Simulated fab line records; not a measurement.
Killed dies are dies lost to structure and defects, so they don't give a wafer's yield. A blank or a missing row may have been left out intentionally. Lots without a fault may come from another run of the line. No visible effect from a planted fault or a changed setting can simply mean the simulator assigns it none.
fab line records -- flow sky130
record: lots: 13, wafers: 38, last-day: 50
route steps=708 shown METAL1@436 VIA1@460 PAD_OPEN@708
lots that met no fault: from a run of the same line without faults
start-h: hours from the record's first day to the start of the lot's first wafer shown -- wait-h: hours since the lot's step before -- " as in the row above -- L1.1+2: a single row standing in for several wafers -- - no value, or no start was given -- * or withheld: withheld -- < > ~ a bound
route shown NAME@n: NAME is a module with steps in the file, n the number in the route of the first one -- usual: mean/standard deviation of fault-free wafers -- same: alike in all rows -- chamber/n: place in a boat -- sites: each site's reading -- _std_site: how widely they spread, as a standard deviation -- _edge_site: the outer-site mean with the inner-site mean subtracted -- radius-mm: how far each site lies from the wafer's centre -- mask NAME#n: copy n -- behind: the tool/chamber that last shaped the wafer -- hold: why the lot was held/for how many hours/how that ended -- device: the transistor (n, p or np) that didn't switch -- end of line: tests of these same wafers at the route's end -- where a step has no rows: the recipe by itself -- killed: dies lost to structure and defects at the first sort, not the wafer's yield -- map: the dies of a wafer, with x for killed, . for not killed, _ for no die there
set.NAME: the run value of the setting; set.NAME@STEP: its run value at that earlier step -- model.NAME: the simulator's own value behind a step, which no gauge read
a sample of lots followed through the steps of the route, with each step as a table and each wafer as a row
services: when a tool's chamber went out of use (start-h, in hours from the record's first day, below 0 if earlier), for how many hours, and the reason
== steps ==
step: SKY_METAL1_SPUTTER_02
recipe: material: AlCu, target-thk-nm: 250, power-w: 10600, time-s: 13.3, chamber-pressure-pa: 0.4
usual: throttle-valve-pct: 30.0/1
lot.wafer,tool,chamber,start-h,wait-h,throttle-valve-pct
L761.1,pvd-sputter-03,-,740.30,0.0,29.9
L761.2,pvd-sputter-03,-,740.30,0.0,29.1
L761.4,pvd-sputter-03,-,740.30,0.0,29.7
L762.2,pvd-sputter-04,-,751.21,0.0,28.8
L762.4,pvd-sputter-04,-,751.21,0.0,31.5
L762.6,pvd-sputter-04,-,751.21,0.0,31.3
L764.2,pvd-sputter-04,-,769.76,0.0,32.4
L764.3,pvd-sputter-04,-,769.76,0.0,29.5
L764.6,pvd-sputter-04,-,769.76,0.0,29.1
L768.1,pvd-sputter-02,-,804.10,0.0,29.5
L768.2,pvd-sputter-02,-,804.10,0.0,30.2
L768.6,pvd-sputter-02,-,804.10,0.0,29.9
L772.1,pvd-sputter-03,-,833.82,0.0,29.7
L772.3,pvd-sputter-03,-,833.82,0.0,29.8
L772.4,pvd-sputter-03,-,833.82,0.0,29.0
L773.3,pvd-sputter-02,-,841.07,0.0,29.8
L773.4,pvd-sputter-02,-,841.07,0.0,29.2
L773.6,pvd-sputter-02,-,841.07,0.0,29.4
L775.2,pvd-sputter-04,-,846.43,0.0,32.8
L775.3,pvd-sputter-04,-,846.43,0.0,29.2
L775.5,pvd-sputter-04,-,846.43,0.0,29.4
L774.1,pvd-sputter-04,-,848.50,0.0,29.0
L774.4,pvd-sputter-04,-,848.50,0.0,32.6
L774.5,pvd-sputter-04,-,848.50,0.0,29.1
L777.5,pvd-sputter-02,-,869.37,0.0,29.7
L777.6,pvd-sputter-02,-,869.37,0.0,29.6
L779.1,pvd-sputter-03,-,884.75,0.0,29.6
L779.3,pvd-sputter-03,-,884.75,0.0,29.7
L779.6,pvd-sputter-03,-,884.75,0.0,30.2
L780.1,pvd-sputter-03,-,890.32,0.0,29.8
L780.3,pvd-sputter-03,-,890.32,0.0,29.9
L780.6,pvd-sputter-03,-,890.32,0.0,29.6
L781.1,pvd-sputter-03,-,899.07,0.0,29.0
L781.4,pvd-sputter-03,-,899.07,0.0,29.8
L781.5,pvd-sputter-03,-,899.07,0.0,29.2
L783.2,pvd-sputter-02,-,912.03,0.0,29.0
L783.4,pvd-sputter-02,-,912.03,0.0,31.4
L783.6,pvd-sputter-02,-,912.03,0.0,29.1
step: SKY_METAL1_RS_MEAS_05
recipe: thk-meas-gauge: four-point-probe, reads: TiN_of_METAL1_SPUTTER_04+Ti_of_METAL1_SPUTTER_03+AlCu_of_METAL1_SPUTTER_02+TiN_of_METAL1_SPUTTER_01+Ti_of_METAL1_SPUTTER_00
usual: METAL1_ALCU_RS: 0.1265/0.0013
lot.wafer,tool,chamber,start-h,wait-h,METAL1_ALCU_RS[ohm/sq]
L761.1,film-metro-02,-,740.39,0.0,0.1280
L761.2,film-metro-02,-,740.39,0.0,0.1266
L761.4,film-metro-02,-,740.39,0.0,0.1277
L762.2,film-metro-03,-,751.32,0.0,0.1254
L762.4,film-metro-03,-,751.32,0.0,0.1266
L762.6,film-metro-03,-,751.32,0.0,0.1272
L764.2,film-metro-01,-,769.87,0.0,0.1258
L764.3,film-metro-01,-,769.87,0.0,0.1243
L764.6,film-metro-01,-,769.87,0.0,0.1260
L768.1,film-metro-01,-,804.19,0.0,0.1270
L768.2,film-metro-01,-,804.19,0.0,0.1280
L768.6,film-metro-01,-,804.19,0.0,0.1273
L772.1,film-metro-02,-,833.91,0.0,0.1255
L772.3,film-metro-02,-,833.91,0.0,0.1256
L772.4,film-metro-02,-,833.91,0.0,0.1245
L773.3,film-metro-02,-,841.20,0.1,0.1266
L773.4,film-metro-02,-,841.20,0.1,0.1248
L773.6,film-metro-02,-,841.20,0.1,0.1254
L775.2,film-metro-02,-,846.54,0.0,0.1274
L775.3,film-metro-02,-,846.54,0.0,0.1273
L775.5,film-metro-02,-,846.54,0.0,0.1262
L774.1,film-metro-03,-,848.59,0.0,0.1258
L774.4,film-metro-03,-,848.59,0.0,0.1249
L774.5,film-metro-03,-,848.59,0.0,0.1251
L777.5,film-metro-01,-,869.53,0.1,0.1295
L777.6,film-metro-01,-,869.53,0.1,0.1290
L779.1,film-metro-02,-,884.84,0.0,0.1277
L779.3,film-metro-02,-,884.84,0.0,0.1274
L779.6,film-metro-02,-,884.84,0.0,0.1273
L780.1,film-metro-01,-,890.41,0.0,0.1271
L780.3,film-metro-01,-,890.41,0.0,0.1270
L780.6,film-metro-01,-,890.41,0.0,0.1277
L781.1,film-metro-02,-,899.17,0.0,0.1265
L781.4,film-metro-02,-,899.17,0.0,0.1277
L781.5,film-metro-02,-,899.17,0.0,0.1262
L783.2,film-metro-02,-,912.14,0.0,0.1255
L783.4,film-metro-02,-,912.14,0.0,0.1240
L783.6,film-metro-02,-,912.14,0.0,0.1251
step: SKY_METAL1_DEVELOP_14
recipe: develop-time-s: 60, resist: KrF-thick, dev-temp-c: 21
usual: developer-temp-C: 20.99/0.098
lot.wafer,tool,chamber,start-h,wait-h,developer-temp-C
L761.1,litho-track-01,0,767,-,21.04
L761.2,litho-track-01,0,767,-,21.01
L761.4,litho-track-01,0,767,-,20.90
L762.2,litho-track-03,0,778,-,20.87
L762.4,litho-track-03,0,778,-,21.12
L762.6,litho-track-03,0,778,-,20.87
L764.2,litho-track-01,0,796,-,21.15
L764.3,litho-track-01,0,796,-,21.05
L764.6,litho-track-01,0,796,-,21.09
L768.1,litho-track-03,0,829,-,20.87
L768.2,litho-track-03,0,829,-,20.87
L768.6,litho-track-03,0,830,-,21.03
L772.1,litho-track-04,0,859,-,20.94
L772.3,litho-track-04,0,860,-,21.07
L772.4,litho-track-04,0,860,-,20.96
L773.3,litho-track-03,0,867,-,21.47
L773.4,litho-track-03,0,867,-,21.46
L773.6,litho-track-03,0,867,-,21.48
L775.2,litho-track-04,0,872,-,21.11
L775.3,litho-track-04,0,872,-,21.02
L775.5,litho-track-04,0,872,-,21.02
L774.1,litho-track-03,0,874,-,21.64
L774.4,litho-track-03,0,874,-,21.68
L774.5,litho-track-03,0,874,-,21.62
L777.5,litho-track-03,0,895,-,21.61
L777.6,litho-track-03,0,895,-,21.74
L779.1,litho-track-04,0,909,-,21.05
L779.3,litho-track-04,0,910,-,21.20
L779.6,litho-track-04,0,910,-,21.16
L780.1,litho-track-01,0,914,-,21.11
L780.3,litho-track-01,0,914,-,20.98
L780.6,litho-track-01,0,915,-,21.03
L781.1,litho-track-04,0,923,-,21.07
L781.4,litho-track-04,0,923,-,21.00
L781.5,litho-track-04,0,923,-,21.02
L783.2,litho-track-04,0,936,-,20.99
L783.4,litho-track-04,0,936,-,20.97
L783.6,litho-track-04,0,936,-,21.01
step: SKY_VIA1_CMP_02
recipe: material: SiO2, down-force-psi: 4, platen-rpm: 60, pad-velocity-m-s: 0.94248
usual: motor-current-A: 12.6/1
lot.wafer,tool,chamber,start-h,wait-h,motor-current-A
L761.1,cmp-01,3,769.03,0.1,12.8
L761.2,cmp-01,0,769.03,0.1,13.1
L761.4,cmp-01,1,769.03,0.1,13.0
L762.4,cmp-01,1,779.96,0.1,13.2
L762.2,cmp-01,2,779.96,0.1,12.9
L762.6,cmp-01,1,779.96,0.1,14.1
L764.3,cmp-01,3,797.96,0.0,13.6
L764.2,cmp-01,0,797.96,0.0,12.8
L764.6,cmp-01,3,797.96,0.0,13.3
L768.1,cmp-01,3,831.25,0.1,13.0
L768.2,cmp-01,0,831.25,0.1,13.0
L768.6,cmp-01,3,831.25,0.1,13.9
L772.3,cmp-01,3,861.24,0.0,13.7
L772.1,cmp-01,0,861.24,0.0,13.5
L772.4,cmp-01,1,861.24,0.0,13.1
L773.3,cmp-01,2,868.73,0.1,12.7
L773.4,cmp-01,3,868.73,0.1,13.3
L773.6,cmp-01,2,868.73,0.1,13.6
L775.2,cmp-02,1,873.36,0.0,12.2
L775.3,cmp-02,3,873.36,0.0,11.1
L775.5,cmp-02,2,873.36,0.0,10.6
L774.1,cmp-02,1,875.75,0.1,11.7
L774.4,cmp-02,3,875.75,0.1,11.7
L774.5,cmp-02,2,875.75,0.1,10.6
L777.6,cmp-01,3,896.77,0.2,12.8
L777.5,cmp-01,0,896.77,0.2,12.8
L779.1,cmp-01,0,911.26,0.1,12.6
L779.3,cmp-01,1,911.26,0.1,13.5
L779.6,cmp-01,0,911.26,0.1,12.1
L780.3,cmp-01,2,916.20,0.0,14.0
L780.1,cmp-01,1,916.20,0.0,14.5
L780.6,cmp-01,3,916.20,0.0,14.0
L781.1,cmp-01,2,925.01,0.1,12.7
L781.4,cmp-01,1,925.01,0.1,14.2
L781.5,cmp-01,2,925.01,0.1,13.6
L783.2,cmp-02,2,937.61,0.1,11.0
L783.4,cmp-02,3,937.61,0.1,11.4
L783.6,cmp-02,2,937.61,0.1,10.3
step: SKY_PAD_OPEN_PROBE_99
usual: defect-limited-yield: 82.4/1.8, killed_at_M0_to_M3: 43/6.5, killed_at_M4_up: 3.2/1.8, killed-at-contacts: 24/5.2, killed-at-front-end: 15/4, killed-at-other: 0.4/0.69, killed-dies: 86/8.7, killed-open: 47/7, killed-short: 39/5.7, sort_bin_3_pad_short: 0.9/0.43, sort_bin_5_function: 10.5/1.4, sort_bin_6_memory: 6.2/1.2, sort-n-pass: 406/8.7, sort-yield-pct: 82.4/1.8
same: gross-dies: 492, killed-at-back-side: 0, sort_bin_4_leakage[%]: 0, sort_bin_8_speed[%]: 0
lot.wafer,tool,chamber,start-h,wait-h,defect-limited-yield[%],killed_at_M0_to_M3,killed_at_M4_up,killed-at-contacts,killed-at-front-end,killed-at-other,killed-dies,killed-open,killed-short,sort_bin_3_pad_short[%],sort_bin_5_function[%],sort_bin_6_memory[%],sort-n-pass,sort-yield-pct[%]
L768.1,prober-02,-,1126.52,0.1,79.7,46,5,27,18,4,100,53,45,1.2,8.5,10.6,392,79.7
L768.2,prober-02,-,1126.57,0.1,82.5,44,2,24,15,1,86,45,40,0.4,9.8,7.3,406,82.5
L768.6,prober-02,-,1126.77,0.2,79.1,50,3,29,21,0,103,62,41,1.4,12.2,7.3,389,79.1
L774.5,prober-01,-,1158.52,0.2,80.5,50,1,27,16,2,96,54,41,1.2,8.9,9.3,396,80.5
killed by level:class
L768.1 CONTACT:geometric-particle:open=10 VIA3:geometric-particle:open=9 LI_CONTACT:geometric-particle:open=8 VIA1:geometric-particle:open=8 METAL1:geometric-particle:short=7 VIA2:geometric-particle:short=6 VIA2:geometric-particle:open=6 FIELD_ISO:geometric-particle:short=5
L768.2 VIA1:geometric-particle:open=10 CONTACT:geometric-particle:open=9 METAL1:geometric-particle:short=8 VIA1:geometric-particle:short=7 LI_CONTACT:geometric-particle:open=6 LI_CONTACT:geometric-particle:short=4 VIA3:geometric-particle:open=4 METAL2:geometric-particle:short=4
L768.6 VIA3:geometric-particle:open=14 CONTACT:geometric-particle:open=11 METAL1:geometric-particle:short=10 VIA1:geometric-particle:open=9 LI_CONTACT:geometric-particle:open=8 FIELD_ISO:geometric-particle:short=7 FIELD_ISO:geometric-particle:open=5 CONTACT:geometric-particle:short=5
L774.5 VIA1:geometric-particle:open=12 VIA3:geometric-particle:open=12 CONTACT:geometric-particle:short=7 CONTACT:geometric-particle:open=7 LI_CONTACT:geometric-particle:open=6 VIA3:geometric-particle:short=5 POLY_GATE:geometric-particle:short=4 LI_CONTACT:geometric-particle:short=4
== services ==
tool,chamber,start-h,hours,kind
pvd-sputter-02,-,726.87,1.1,repair
cmp-01,-,727.88,1.6,repair
cmp-02,-,744.00,4.0,pm
cmp-02,-,748.00,-,consumable-replace:conditioner
cmp-02,-,748.00,-,consumable-replace:pad
pvd-sputter-02,-,769.38,2.1,repair
cmp-02,-,781.12,2.5,repair
cmp-02,-,791.38,7.0,pm
cmp-01,-,807.81,5.0,pm
cmp-01,-,813.17,1.7,repair
cmp-02,-,829.14,5.0,repair
pvd-sputter-04,-,834.45,0.6,repair
pvd-sputter-04,-,837.07,1.5,repair
cmp-02,-,864.64,1.4,repair
cmp-01,-,871.36,5.0,pm
cmp-02,-,895.44,0.3,repair
pvd-sputter-04,-,902.12,25.9,repair
cmp-02,-,902.34,2.1,repair
cmp-01,-,912.00,4.0,pm
cmp-01,-,916.00,-,consumable-replace:conditioner
cmp-01,-,916.00,-,consumable-replace:pad
cmp-01,-,930.56,11.6,repair
== key ==
first-sign: step: SKY_METAL1_DEVELOP_14, reading: developer-temp-C, direction: up, sigmas: 6.2, usual: *, struck: *
effect none on later readings
met-at SKY_METAL1_DEVELOP_14
struck-lots L773,L774,L777
loop-trim: step: SKY_METAL1_EXPOSE_12, setting: dose, lots: L777
not-acting-at SKY_METAL1_SPUTTER_02,SKY_METAL1_RS_MEAS_05,SKY_VIA1_CMP_02
onset-between 829 867
fault: kind: process-parameter-drift, tool: litho-track-03, chamber: -, onset-h: 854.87, steps: SKY_METAL1_DEVELOP_14, channel: dev-temp-c, offset: *, shape: step, end-h: 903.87, acts-in: *, stated: *
loop-trim: a control loop set the setting to another value than it would have without faults
